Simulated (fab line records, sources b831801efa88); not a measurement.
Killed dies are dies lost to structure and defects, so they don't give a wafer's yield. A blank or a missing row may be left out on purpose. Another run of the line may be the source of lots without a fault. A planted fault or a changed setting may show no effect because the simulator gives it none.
fab line records -- flow gf180mcu
record lots=7, wafers=21, lastDay=34
route steps=602 shown V3@440
lots with no fault: from the same line, run without faults
startH: the number of hours between the record's first day and the start of the first shown wafer of the lot -- waitH: hours elapsed since this lot's preceding step -- " the same as in the row above -- L1.1+2: a single row standing in for several wafers -- - no value, or no start given -- * or withheld: withheld -- < > ~ a bound
route shown NAME@n: a module of which the file shows steps, and the number in the route of the first -- usual: the fault-free wafers' mean and standard deviation -- same: alike in all rows -- chamber/n: place in a boat -- sites: per-site readings -- _std_site: standard deviation across them -- _edge_site: the outer-site mean with the inner-site mean subtracted -- radiusMm: for every site, how far away it sits from the centre of the wafer -- mask NAME#n: copy n -- behind: the last tool/chamber to shape the wafer -- hold: cause of the lot's hold/its duration in hours/its outcome -- device: transistor that didn't switch, given as n, p or np -- end of line: at the end of the route, the tests of the same wafers -- for a step that has no rows: nothing shown but its recipe -- killed: dies lost to structure and defects at the first sort, not the wafer's yield -- map: shows each die of a wafer: x if killed, . if not, _ if none is there
set.NAME: the setting as run; set.NAME@STEP: as run at that earlier step -- model.NAME: the simulator's own value behind a step, which no gauge read
certain route steps with their lots: each step a table, each wafer a row
services: the hour from which a tool's chamber was out of use, counted from the record's first day as startH (under 0 if before that day), plus the number of hours and why
## steps
# step GF_V3_EXPOSE_11
# recipe maskId=Via3, targetCdNm=260, na=0.68, sourceShape=conventional, sigmaOuter=0.6, doseMj=38
# step GF_V3_PEB_12
# recipe pebTempC=135, pebTimeS=90, resist=KrF
# step GF_V3_DEVELOP_13
# recipe developTimeS=60, resist=KrF, devTempC=21
# step GF_V3_CD_MEAS_14
# recipe targetCdNm=260
# usual cdNm=260.0/1.2
lot.wafer,tool,chamber,startH,waitH,cdNm
L107.1,cdSem-02,-,518.91,0.1,259.5
L107.2,cdSem-02,-,518.91,0.1,259.9
L107.4,cdSem-02,-,518.91,0.1,260.6
L115.1,cdSem-01,-,588.64,0.1,260.6
L115.3,cdSem-01,-,588.64,0.1,261.0
L115.4,cdSem-01,-,588.64,0.1,260.4
L116.2,cdSem-01,-,599.12,0.3,261.1
L116.4,cdSem-01,-,599.12,0.3,262.1
L116.5,cdSem-01,-,599.12,0.3,260.9
L117.2,cdSem-01,-,606.10,0.1,260.0
L117.5,cdSem-01,-,606.10,0.1,261.7
L117.6,cdSem-01,-,606.10,0.1,259.6
L121.2,cdSem-01,-,659.84,19.5,258.9
L121.3,cdSem-01,-,659.84,19.5,258.0
L121.5,cdSem-01,-,659.84,19.5,258.5
L122.1,cdSem-01,-,661.98,17.2,259.1
L122.4,cdSem-01,-,661.98,17.2,259.6
L122.6,cdSem-01,-,661.98,17.2,257.8
L129.3,cdSem-02,-,695.68,0.1,261.1
L129.4,cdSem-02,-,695.68,0.1,260.9
L129.5,cdSem-02,-,695.68,0.1,262.7
# step GF_V3_OVL_MEAS_15
# usual V3_OVL=-1/5.5
lot.wafer,tool,chamber,startH,waitH,V3_OVL[nm]
L107.1,overlay-01,-,519.03,0.1,-3
L107.2,overlay-01,-,519.03,0.1,2
L107.4,overlay-01,-,519.03,0.1,5
L115.1,overlay-02,-,588.76,0.1,14
L115.3,overlay-02,-,588.76,0.1,15
L115.4,overlay-02,-,588.76,0.1,6
L116.2,overlay-01,-,599.22,0.1,0
L116.4,overlay-01,-,599.22,0.1,-2
L116.5,overlay-01,-,599.22,0.1,-2
L117.2,overlay-02,-,606.20,0.1,-5
L117.5,overlay-02,-,606.20,0.1,6
L117.6,overlay-02,-,606.20,0.1,0
L121.2,overlay-01,-,659.95,0.1,1
L121.3,overlay-01,-,659.95,0.1,-2
L121.5,overlay-01,-,659.95,0.1,3
L122.1,overlay-01,-,662.10,0.1,1
L122.4,overlay-01,-,662.10,0.1,-1
L122.6,overlay-01,-,662.10,0.1,-3
L129.3,overlay-02,-,695.77,0.1,-11
L129.4,overlay-02,-,695.77,0.1,-5
L129.5,overlay-02,-,695.77,0.1,-10
# step GF_V3_ETCH_16
# recipe chemistry=N2/H2, targetDepthA=withheld, overetchA=withheld, timeS=withheld, target=BARC, ionEnergyEv=200, sourceW=500, biasW=100, pressureMtorr=30, n2FlowSccm=100, h2FlowSccm=200
# usual drypumpMotorCurrentA=5.6/0.55, oesProductAu=0.855/0.0049, throttleValvePct=13.225/0.0096
lot.wafer,tool,chamber,startH,waitH,drypumpMotorCurrentA,oesProductAu,throttleValvePct
L107.1,rieDiel-01,2,519.06,0.0,5.5,0.857,13.229
L107.2,rieDiel-01,3,519.06,0.0,5.7,0.863,13.235
L107.4,rieDiel-01,1,519.06,0.0,6.6,0.866,13.218
L115.1,rieDiel-01,1,588.79,0.0,6.6,0.863,13.216
L115.3,rieDiel-01,2,588.79,0.0,5.6,0.854,13.231
L115.4,rieDiel-01,0,588.79,0.0,6.6,0.850,13.229
L116.2,rieDiel-01,1,599.25,0.0,6.6,0.848,13.198
L116.4,rieDiel-01,0,599.25,0.0,6.6,0.855,13.218
L116.5,rieDiel-01,1,599.25,0.0,6.6,0.859,13.221
L117.2,rieDiel-03,1,606.23,0.0,5.0,0.851,13.229
L117.5,rieDiel-03,1,606.23,0.0,5.0,0.851,13.216
L117.6,rieDiel-03,2,606.23,0.0,5.0,0.860,13.203
L121.2,rieDiel-02,1,659.98,0.0,6.0,0.857,13.226
L121.3,rieDiel-02,3,659.98,0.0,5.3,0.853,13.206
L121.5,rieDiel-02,2,659.98,0.0,5.1,0.857,13.221
L122.1,rieDiel-03,3,662.14,0.0,5.1,0.858,13.228
L122.4,rieDiel-03,1,662.14,0.0,5.0,0.857,13.227
L122.6,rieDiel-03,1,662.14,0.0,5.0,0.851,13.228
L129.3,rieDiel-03,2,695.79,0.0,5.0,0.851,13.222
L129.4,rieDiel-03,3,695.79,0.0,5.1,0.853,13.224
L129.5,rieDiel-03,0,695.79,0.0,5.6,0.855,13.240
# step GF_V3_ETCH_17
# recipe chemistry=C4F8/O2/Ar, maskMaterial=KrF, target=SiO2, stopOn=TiN, sourceW=1500, biasW=1200, pressureMtorr=40, c4f8FlowSccm=withheld, O2_flow_sccm=6, Ar_flow_sccm=300, timeS=withheld, targetDepthA=6350
# usual oesProductAu=0.855/0.0048
lot.wafer,tool,chamber,startH,waitH,oesProductAu
L107.1,rieDiel-01,2,-,-,0.855
L107.2,rieDiel-01,3,-,-,0.855
L107.4,rieDiel-01,1,-,-,0.851
L115.1,rieDiel-01,1,-,-,0.851
L115.3,rieDiel-01,2,-,-,0.857
L115.4,rieDiel-01,0,-,-,0.850
L116.2,rieDiel-01,1,-,-,0.859
L116.4,rieDiel-01,0,-,-,0.853
L116.5,rieDiel-01,1,-,-,0.856
L117.2,rieDiel-03,1,-,-,0.859
L117.5,rieDiel-03,1,-,-,0.855
L117.6,rieDiel-03,2,-,-,0.862
L121.2,rieDiel-02,1,-,-,0.854
L121.3,rieDiel-02,3,-,-,0.857
L121.5,rieDiel-02,2,-,-,0.854
L122.1,rieDiel-03,3,-,-,0.855
L122.4,rieDiel-03,1,-,-,0.858
L122.6,rieDiel-03,1,-,-,0.853
L129.3,rieDiel-03,2,-,-,0.855
L129.4,rieDiel-03,3,-,-,0.862
L129.5,rieDiel-03,0,-,-,0.854
# step GF_V3_STRIP_18
# recipe chemistry=O2/N2, powerW=1400, pressureMtorr=1500, platenTempC=250, o2FlowSccm=3000, n2FlowSccm=300, overashFraction=0.5
# usual drypumpMotorCurrentA=5.9/0.41, heaterPowerW=328/31, oesProductAu=0.593/0.0051
# same overashFraction=0.5
lot.wafer,tool,chamber,startH,waitH,drypumpMotorCurrentA,heaterPowerW,oesProductAu,rfHoursCounterH
L107.1,plasmaAsher-04,1,519.19,-,5.7,325,0.590,41
L107.2,plasmaAsher-04,0,519.19,-,6.0,358,0.589,41
L107.4,plasmaAsher-04,0,519.19,-,6.0,361,0.584,-
L115.1,plasmaAsher-01,1,588.92,-,6.6,311,0.587,95
L115.3,plasmaAsher-01,1,588.92,-,6.6,308,0.586,-
L115.4,plasmaAsher-01,0,588.92,-,5.5,369,0.594,-
L116.2,plasmaAsher-01,1,599.38,-,6.6,302,0.586,96
L116.4,plasmaAsher-01,0,599.38,-,5.5,360,0.593,-
L116.5,plasmaAsher-01,1,599.38,-,6.6,314,0.596,-
L117.2,plasmaAsher-01,0,606.36,-,5.4,360,0.593,97
L117.5,plasmaAsher-01,1,606.36,-,6.6,314,0.596,-
L117.6,plasmaAsher-01,0,606.36,-,5.4,365,0.599,-
L121.2,plasmaAsher-03,0,660.11,-,6.2,285,0.591,92
L121.3,plasmaAsher-03,0,660.11,-,6.2,286,0.598,-
L121.5,plasmaAsher-03,0,660.11,-,6.3,283,0.595,-
L122.1,plasmaAsher-04,1,662.27,-,5.7,332,0.585,54
L122.4,plasmaAsher-04,0,662.27,-,6.0,370,0.597,-
L122.6,plasmaAsher-04,1,662.27,-,5.7,322,0.596,-
L129.3,plasmaAsher-01,1,695.96,-,6.6,306,0.590,-
L129.4,plasmaAsher-01,0,695.96,-,5.5,356,0.599,-
L129.5,plasmaAsher-01,1,695.96,-,6.6,304,0.602,-
# step GF_V3_STRIP_19
# recipe chemistry=postEtchResidueRemover, timeS=1200, tempC=72.5
# step GF_V3_CLEAN_20
# recipe chemistry=DIW, dry=n2Spin
# step GF_V3_SPUTTER_21
# recipe material=Ti, targetThkNm=15, chamberPressurePa=5, powerW=2500, substrateTempC=200, timeS=80.02
# usual throttleValvePct=30.5/0.66
lot.wafer,tool,chamber,startH,waitH,throttleValvePct
L107.1,pvdSputter-04,-,520.07,0.0,31.3
L107.2,pvdSputter-04,-,520.07,0.0,29.4
L107.4,pvdSputter-04,-,520.07,0.0,29.9
L115.1,pvdSputter-01,-,589.46,0.0,30.8
L115.3,pvdSputter-01,-,589.46,0.0,30.3
L115.4,pvdSputter-01,-,589.46,0.0,30.9
L116.2,pvdSputter-01,-,599.91,0.0,30.8
L116.4,pvdSputter-01,-,599.91,0.0,30.3
L116.5,pvdSputter-01,-,599.91,0.0,30.8
L117.2,pvdSputter-04,-,606.89,0.0,29.8
L117.5,pvdSputter-04,-,606.89,0.0,30.0
L117.6,pvdSputter-04,-,606.89,0.0,31.1
L121.2,pvdSputter-04,-,660.73,0.0,29.5
L121.3,pvdSputter-04,-,660.73,0.0,30.0
L121.5,pvdSputter-04,-,660.73,0.0,29.8
L122.1,pvdSputter-01,-,662.80,0.0,30.7
L122.4,pvdSputter-01,-,662.80,0.0,30.5
L122.6,pvdSputter-01,-,662.80,0.0,30.7
L129.3,pvdSputter-01,-,696.47,0.0,30.5
L129.4,pvdSputter-01,-,696.47,0.0,30.7
L129.5,pvdSputter-01,-,696.47,0.0,30.4
# step GF_V3_SPUTTER_22
# recipe material=TiN, targetThkNm=10, chamberPressurePa=5, powerW=4000, timeS=40
# usual throttleValvePct=30.5/0.65
lot.wafer,tool,chamber,startH,waitH,throttleValvePct
L107.1,pvdSputter-04,-,520.13,0.0,31.4
L107.2,pvdSputter-04,-,520.13,0.0,29.4
L107.4,pvdSputter-04,-,520.13,0.0,29.9
L115.1,pvdSputter-01,-,589.52,0.0,30.9
L115.3,pvdSputter-01,-,589.52,0.0,30.2
L115.4,pvdSputter-01,-,589.52,0.0,30.7
L116.2,pvdSputter-01,-,599.98,0.0,30.6
L116.4,pvdSputter-01,-,599.98,0.0,30.1
L116.5,pvdSputter-01,-,599.98,0.0,30.7
L117.2,pvdSputter-04,-,606.96,0.0,29.9
L117.5,pvdSputter-04,-,606.96,0.0,29.9
L117.6,pvdSputter-04,-,606.96,0.0,31.3
L121.2,pvdSputter-04,-,660.79,0.0,29.6
L121.3,pvdSputter-04,-,660.79,0.0,30.0
L121.5,pvdSputter-04,-,660.79,0.0,29.8
L122.1,pvdSputter-01,-,662.86,0.0,30.7
L122.4,pvdSputter-01,-,662.86,0.0,30.3
L122.6,pvdSputter-01,-,662.86,0.0,30.3
L129.3,pvdSputter-01,-,696.53,0.0,30.3
L129.4,pvdSputter-01,-,696.53,0.0,31.1
L129.5,pvdSputter-01,-,696.53,0.0,30.5
# step GF_V3_CVD_23
# recipe material=W, targetThkNm=350, timeS=104.9, tempC=400, pressureTorr=40
# usual chamberPressureTorr=40.01/0.088, heaterPowerOuterW=465/27, heaterPowerW=768/43
lot.wafer,tool,chamber,startH,waitH,chamberPressureTorr,heaterPowerOuterW,heaterPowerW
L107.1,cvdW-01,0,520.17,0.0,39.97,452,772
L107.2,cvdW-01,1,520.17,0.0,40.14,449,765
L107.4,cvdW-01,1,520.17,0.0,40.07,455,790
L115.1,cvdW-02,1,589.56,0.0,-,-,-
L115.3,cvdW-02,1,589.56,0.0,-,-,-
L115.4,cvdW-02,0,589.56,0.0,-,-,-
L116.2,cvdW-02,0,600.01,0.0,-,-,-
L116.4,cvdW-02,0,600.01,0.0,-,-,-
L116.5,cvdW-02,1,600.01,0.0,-,-,-
L117.2,cvdW-02,1,606.99,0.0,-,-,-
L117.5,cvdW-02,1,606.99,0.0,-,-,-
L117.6,cvdW-02,0,606.99,0.0,-,-,-
L121.2,cvdW-02,0,660.83,0.0,40.02,498,830
L121.3,cvdW-02,1,660.83,0.0,40.06,448,691
L121.5,cvdW-02,0,660.83,0.0,39.96,503,828
L122.1,cvdW-01,1,662.90,0.0,40.06,450,788
L122.4,cvdW-01,1,662.90,0.0,39.97,447,773
L122.6,cvdW-01,1,662.90,0.0,40.08,452,794
L129.3,cvdW-01,1,696.60,0.1,40.05,449,796
L129.4,cvdW-01,0,696.60,0.1,40.09,457,786
L129.5,cvdW-01,1,696.60,0.1,39.98,439,814
# step GF_V3_RS_MEAS_24
# recipe thkMeasGauge=four-point-probe, reads=W_of_V3_CVD_23+TiN_of_V3_SPUTTER_22+Ti_of_V3_SPUTTER_21
# usual V3_W_RS=0.326/0.0053
lot.wafer,tool,chamber,startH,waitH,V3_W_RS[ohm/sq]
L107.1,filmMetro-04,-,520.28,0.1,0.329
L107.2,filmMetro-04,-,520.28,0.1,0.334
L107.4,filmMetro-04,-,520.28,0.1,0.338
L115.1,filmMetro-04,-,589.68,0.1,43.309
L115.3,filmMetro-04,-,589.68,0.1,44.650
L115.4,filmMetro-04,-,589.68,0.1,45.340
L116.2,filmMetro-02,-,600.15,0.1,44.082
L116.4,filmMetro-02,-,600.15,0.1,43.558
L116.5,filmMetro-02,-,600.15,0.1,44.067
L117.2,filmMetro-04,-,607.13,0.1,42.847
L117.5,filmMetro-04,-,607.13,0.1,43.550
L117.6,filmMetro-04,-,607.13,0.1,43.830
L121.2,filmMetro-04,-,660.96,0.1,0.329
L121.3,filmMetro-04,-,660.96,0.1,0.327
L121.5,filmMetro-04,-,660.96,0.1,0.332
L122.1,filmMetro-02,-,663.01,0.1,0.328
L122.4,filmMetro-02,-,663.01,0.1,0.332
L122.6,filmMetro-02,-,663.01,0.1,0.329
L129.3,filmMetro-03,-,696.72,0.1,0.331
L129.4,filmMetro-03,-,696.72,0.1,0.323
L129.5,filmMetro-03,-,696.72,0.1,0.334
# step GF_V3_THK_MEAS_25
# recipe thkMeasGauge=xrf, reads=W_of_V3_CVD_23
# usual V3_W_THK=335/5.9
lot.wafer,tool,chamber,startH,waitH,V3_W_THK[nm]
L107.1,filmMetro-04,-,520.40,0.1,334
L107.2,filmMetro-04,-,520.40,0.1,328
L107.4,filmMetro-04,-,520.40,0.1,322
L115.1,filmMetro-04,-,589.80,0.1,<0
L115.3,filmMetro-04,-,589.80,0.1,<0
L115.4,filmMetro-04,-,589.80,0.1,<0
L116.2,filmMetro-02,-,600.26,0.1,<0
L116.4,filmMetro-02,-,600.26,0.1,<0
L116.5,filmMetro-02,-,600.26,0.1,<0
L117.2,filmMetro-04,-,607.24,0.1,-
L117.5,filmMetro-04,-,607.24,0.1,<0
L117.6,filmMetro-04,-,607.24,0.1,-
L121.2,filmMetro-04,-,661.07,0.1,334
L121.3,filmMetro-04,-,661.07,0.1,335
L121.5,filmMetro-04,-,661.07,0.1,329
L122.1,filmMetro-02,-,663.13,0.1,333
L122.4,filmMetro-02,-,663.13,0.1,331
L122.6,filmMetro-02,-,663.13,0.1,333
L129.3,filmMetro-03,-,696.82,0.1,325
L129.4,filmMetro-03,-,696.82,0.1,335
L129.5,filmMetro-03,-,696.82,0.1,322
# step GF_V3_CMP_26
# recipe stopOn=SiO2, downForcePsi=3.5, platenRpm=60, tOverpolishS=15, targetThkNm=0, padVelocityMS=0.94248
# usual motorCurrentA=11.4/1.3, timeToEndpointS=82/3.9
lot.wafer,tool,chamber,startH,waitH,motorCurrentA,timeToEndpointS
L107.4,cmp-01,3,520.46,0.0,11.8,80
L107.1,cmp-01,0,520.46,0.0,12.5,84
L107.2,cmp-01,2,520.46,0.0,12.2,86
L115.1,cmp-01,3,589.86,0.1,11.5,1
L115.4,cmp-01,1,589.86,0.1,9.1,3
L115.3,cmp-01,2,589.86,0.1,12.3,3
L116.2,cmp-01,1,600.36,0.1,9.1,0
L116.4,cmp-01,2,600.36,0.1,13.1,0
L116.5,cmp-01,1,600.36,0.1,9.1,0
L117.2,cmp-01,3,607.34,0.1,11.5,0
L117.6,cmp-01,2,607.34,0.1,12.4,3
L117.5,cmp-01,3,607.34,0.1,11.3,0
L121.2,cmp-01,1,661.22,0.1,8.7,80
L121.3,cmp-01,2,661.22,0.1,12.3,82
L121.5,cmp-01,0,661.22,0.1,12.5,81
L122.4,cmp-01,2,663.19,0.0,12.6,86
L122.1,cmp-01,0,663.19,0.0,12.3,84
L122.6,cmp-01,2,663.19,0.0,12.6,83
L129.3,cmp-01,1,696.86,0.0,8.6,86
L129.4,cmp-01,0,696.86,0.0,11.8,86
L129.5,cmp-01,1,696.86,0.0,8.7,84
## services
tool,chamber,startH,hours,kind
plasmaAsher-01,-,496.03,0.8,repair
cmp-01,-,497.08,0.8,repair
cvdW-01,-,501.19,1.0,repair
rieDiel-03,1,510.68,4.0,repair
rieDiel-03,2,548.27,4.4,repair
cvdW-02,-,550.83,0.8,repair
pvdSputter-01,-,557.21,6.4,repair
plasmaAsher-01,-,560.56,2.8,pm
plasmaAsher-01,-,563.83,2.0,repair
plasmaAsher-01,-,567.85,0.6,repair
cmp-01,-,571.63,4.1,pm
cvdW-01,1,576.76,18.9,repair
cmp-01,-,578.41,0.4,repair
rieDiel-03,0,580.56,7.2,repair
cmp-01,-,609.30,2.1,repair
cvdW-02,-,612.11,6.9,pm
rieDiel-01,2,628.59,7.9,repair
cmp-01,-,629.98,3.9,repair
pvdSputter-01,-,631.38,1.8,repair
rieDiel-03,-,631.56,2.8,pm
cmp-01,-,645.26,3.0,repair
rieDiel-01,1,666.71,3.6,repair
plasmaAsher-01,-,678.80,2.3,repair
cvdW-02,1,691.69,1.6,repair
## key
firstSign step=GF_V3_CVD_23, reading=toolRecord, direction=missing
effect step=GF_V3_RS_MEAS_24, reading=V3_W_RS, direction=up, sigmas=99+, usual=0.326, struck=43.915
effect step=GF_V3_THK_MEAS_25, reading=V3_W_THK, direction=down, sigmas=57, usual=335, struck=<0
effect step=GF_V3_CMP_26, reading=timeToEndpointS, direction=down, sigmas=21, usual=*, struck=*
metAt GF_V3_CVD_23
struckWafers L115.1,L115.3,L115.4,L116.2,L116.4,L116.5,L117.2,L117.5,L117.6
laterRowsLeftOut L115.1,L115.3,L115.4,L116.2,L116.4,L116.5,L117.2,L117.5,L117.6
sortLeftOut L115.1,L115.3,L115.4,L116.2,L116.4,L116.5,L117.2,L117.5,L117.6
fault kind=skippedStepWhole, tool=cvdW-02, chamber=-, onsetH=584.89, steps=GF_V3_CVD_23, scope=struckLotsOnly
# sortLeftOut: the simulated sort isn't trusted on such a fault, so these wafers' sort isn't shown, and their yield isn't known
# laterRowsLeftOut: the simulator's readings of these wafers behind a module that went badly wrong aren't trusted and aren't shown, but for the sort
